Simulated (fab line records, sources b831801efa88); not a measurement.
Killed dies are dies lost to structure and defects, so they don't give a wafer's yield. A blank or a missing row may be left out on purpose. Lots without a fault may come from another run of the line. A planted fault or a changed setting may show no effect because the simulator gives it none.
Problem report in the 8D (eight disciplines) form, filled by code | flow sfq_line | the parts of the form that need people (team, actions taken, sign-off) are left out

1. THE PROBLEM
run_length_s at SFQ_TRILAYER_I0_DEP_PECVD_027 reads a mean of 134.4 s on 4 wafers of 3 lots; wafers without a fault read 139.0 s with a standard deviation of 0.52. That is -8.9 standard deviations from the usual mean.
The step: deposits SiO2 from SiH4/N2O, time 111.11 s, target thk 500 nm.
First seen on wafer L794.2, day 12 15:40, on pecvd-01. The record holds 19 wafers of 7 lots with a number at this step. Rule for "out", or "out of limits": more than 4 standard deviations from the usual mean. The other wafers with a number count as sound.

2. WHAT IT IS AND WHAT IT IS NOT
question                    | is                             | is not
which readings at this step | run_length_s                   | heater_power_outer_w, heater_power_w, throttle_valve_pct
which lots                  | L794, L795, L798               | L775, L779, L784, L785
which wafers of those lots  | L794.2, L795.2, L795.6, L798.6 | L794.3, L798.1, L798.5
read on which tools         | pecvd-01                       | pecvd-02, pecvd-04
when                        | from day 12 15:40              | up to then (13 sound wafers); but 2 sound wafers of L798 came after

3. SUSPECTS, AND WHAT RULES EACH OUT
Counting: a tool at a process step up to the reading stays a suspect if it ran every lot that is out. Sound lots after the first of them don't rule it out here, since some wafers of a struck lot are sound.
- pecvd-01 at SFQ_TRILAYER_I0_DEP_PECVD_027 (deposits SiO2 from SiH4/N2O, time 111.11 s, target thk 500 nm): kept. It ran every lot that is out, first L794 (day 12 15:40); its last sound lot up to then is L785 (day 8 07:31). Its own readings are out on those wafers: run_length_s.
- Within pecvd-01 at SFQ_TRILAYER_I0_DEP_PECVD_027: the wafers that are out ran in chamber 1; their sound lot-mates ran in chambers 0, 2.
Left after counting: pecvd-01 at SFQ_TRILAYER_I0_DEP_PECVD_027.

4. THE CAUSE (what the simulator had put in)
Process parameter drift: pecvd-01, from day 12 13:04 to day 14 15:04, at SFQ_TRILAYER_I0_DEP_PECVD_027. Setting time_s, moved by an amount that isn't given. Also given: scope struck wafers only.
Counting left only this tool.

5. THE CHAIN OF EFFECTS, in route order
Each row: a reading whose mean over the struck wafers that have a number lies more than 3 standard deviations from the usual. Only readings for which the record gives a usual standard deviation are gone through. hours: the time from each lot's start at the first step in this table that gives one to its start at this step, as a median over the lots. sigmas: the change in usual standard deviations.
hours | step                          | reading            | usual   | on struck wafers | change | sigmas
0     | SFQ_TRILAYER_I0_DEP_PECVD_027 | run_length_s       | 139.0 s | 134.4            | -4.6   | -8.9
6     | SFQ_TRILAYER_I0_CMP_CMP_028   | time_to_endpoint_s | 214 s   | 194              | -20    | -3.1
The process steps in it:
- SFQ_TRILAYER_I0_DEP_PECVD_027: deposits SiO2 from SiH4/N2O, time 111.11 s, target thk 500 nm.
- SFQ_TRILAYER_I0_CMP_CMP_028: polishes SiO2.
Readings that are blank on the struck wafers while sound wafers have them: rf_fwd_power_W at SFQ_TRILAYER_I0_DEP_PECVD_027.

6. WHAT WOULD HAVE CAUGHT IT SOONER
In this record the first reading out of limits was taken at day 12 15:40, 3 hours after the fault began at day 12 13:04.
